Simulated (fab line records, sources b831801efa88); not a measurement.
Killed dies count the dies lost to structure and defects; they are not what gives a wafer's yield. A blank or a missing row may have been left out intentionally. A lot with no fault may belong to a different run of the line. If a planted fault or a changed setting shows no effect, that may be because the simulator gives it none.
Code-filled problem report in 8D (eight disciplines) form -- flow gf180mcu -- the parts of the form that need people (team, actions taken, sign-off) are left out

## 1. PROBLEM STATEMENT
Mean of oesProductAu at GF_M3_METAL_ETCH_16: 0.886 a.u. across 4 wafers in 2 lots; on wafers with no fault it is 0.995 a.u. (standard deviation 0.0055). That puts it -20 standard deviations away from the usual mean.
The step: etches the open film in Cl2/BCl3, stops on SiO2, target depth 750.8 nm, time 125.1 s.
The first sign was on wafer L126.2 at day 25 02:01, on rieMetal-03. The record holds 42 wafers of 14 lots with a number at this step. Rule for "out" (also "out of limits"): further than 4 standard deviations from the usual mean. Any other wafer with a number is counted as sound.

## 2. WHAT IT IS, AND WHAT IT ISN'T
question,is,is not
which readings at this step,"oesProductAu, throttleValvePct","biasW, drypumpMotorCurrentA"
which lots,"L126, L127","L118, L119, L120, L121, L129, L132, L133, L134, L138, L139, L140, L141"
which wafers of those lots,"L126.2, L127.1, L127.4, L127.6","L126.1, L126.6"
read on which tools,rieMetal-03,"rieMetal-01, rieMetal-04"
when,from day 25 02:01,"up to then (14 sound wafers); but 24 sound wafers of L129, L132, L133, L134, L138, L139, L140, L141 came after"

## 3. WHAT RULES OUT EACH SUSPECT
Counting: a tool at a process step up to the reading stays a suspect if it ran every lot that is out. Sound lots after the first of them don't rule it out here, since some wafers of a struck lot are sound.
- rieMetal-03 at GF_M3_METAL_ETCH_16 (etches the open film in Cl2/BCl3, stops on SiO2, target depth 750.8 nm, time 125.1 s): kept. It processed each lot that is out (first: L126, day 25 02:01); up to then, its last sound lot is L121 (day 23 03:01). Its own readings are out on those wafers: oesProductAu, throttleValvePct.
- Within rieMetal-03 at GF_M3_METAL_ETCH_16: the wafers that are out ran in chamber 1; their sound lot-mates ran in chamber 0.
Left after counting: rieMetal-03 at GF_M3_METAL_ETCH_16.

## 4. THE CAUSE (what the simulator had put in)
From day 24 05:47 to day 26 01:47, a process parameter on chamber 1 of rieMetal-03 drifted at GF_M3_METAL_ETCH_16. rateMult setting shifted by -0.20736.
Counting left only this tool.

## 5. THE CHAIN OF EFFECTS, in route order
One row per reading whose mean, taken over the struck wafers that have a number, lies over 3 standard deviations from the usual. Only readings for which the record gives a usual standard deviation are gone through. hours: the time from each lot's start at the first step in this table that gives one to its start at this step, as a median over the lots. sigmas: the change in usual standard deviations.
hours,step,reading,usual,on struck wafers,change,sigmas
0,GF_M3_METAL_ETCH_16,oesProductAu,0.995 a.u.,0.886,-0.109,-20
0,GF_M3_METAL_ETCH_16,throttleValvePct,28.226 %,28.341,+0.115,+12
0,GF_M3_STRIP_17,oesProductAu,0.535 a.u.,0.560,+0.025,+4.9
0,GF_M3_STRIP_17,stripTimeToEndpointS,7.32 s,7.89,+0.57,+11
It contains these process steps:
- GF_M3_METAL_ETCH_16: etches the open film in Cl2/BCl3, stops on SiO2, target depth 750.8 nm, time 125.1 s.
- GF_M3_STRIP_17: strips in O2/N2.

## 6. HOW IT WOULD HAVE BEEN CAUGHT EARLIER
20 hours passed between the start of the fault at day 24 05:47 and the first reading out of limits in this record, taken at day 25 02:01.
